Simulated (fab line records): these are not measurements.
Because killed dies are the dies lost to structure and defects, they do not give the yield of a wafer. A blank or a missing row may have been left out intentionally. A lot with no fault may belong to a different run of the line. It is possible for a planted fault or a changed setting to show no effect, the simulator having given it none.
Which tool is to blame? / flow gf180mcu / at 1 step of a route of 602, 6 lots with 18 wafers sampled

== WHAT EACH GAUGE READ, for each wafer ==
GF_STI_THK_MEAS_22.
lot=L969; measured=day 2 08:38; on=film_metro-03; STI_OXIDATION_01_THK (nm)=15.24 15.05 15.43
lot=L973; measured=day 3 06:21; on=film_metro-04; STI_OXIDATION_01_THK (nm)=14.66 14.39 14.79
lot=L978; measured=day 4 07:04; on=film_metro-03; STI_OXIDATION_01_THK (nm)=15.19 15.11 15.28
lot=L980; measured=day 4 18:25; on=film_metro-02; STI_OXIDATION_01_THK (nm)=14.83 14.98 14.87
lot=L988; measured=day 6 12:11; on=film_metro-03; STI_OXIDATION_01_THK (nm)=14.92 15.20 14.95
lot=L990; measured=day 6 21:26; on=film_metro-03; STI_OXIDATION_01_THK (nm)=14.51 14.33 14.43

== TOOL THAT RAN EACH LOT (tool first, then ch and the chambers of the sampled wafers, then the start) ==
The record shows no process step preceding these readings.

== THE ANSWER, worked out from the rows above alone ==
Rule: the usual values come from the lots themselves. Put in order of their means at a reading, lots are off if they are a third of the lots or fewer, leave a main group of 4 or more, and stand apart from it by a gap of 3 or more times the standard deviation of the main group's means; of several such gaps the widest counts. Not used: any main group whose means are identical at the precision the tables above print for the reading. Also off: a lot with no number at a reading for which 4 or more lots have one. Any other lot the step has rows for is counted as sound.
Nothing can be told from this: no lot is off at any reading shown.

== WHAT THE SIMULATOR HAD INSERTED ==
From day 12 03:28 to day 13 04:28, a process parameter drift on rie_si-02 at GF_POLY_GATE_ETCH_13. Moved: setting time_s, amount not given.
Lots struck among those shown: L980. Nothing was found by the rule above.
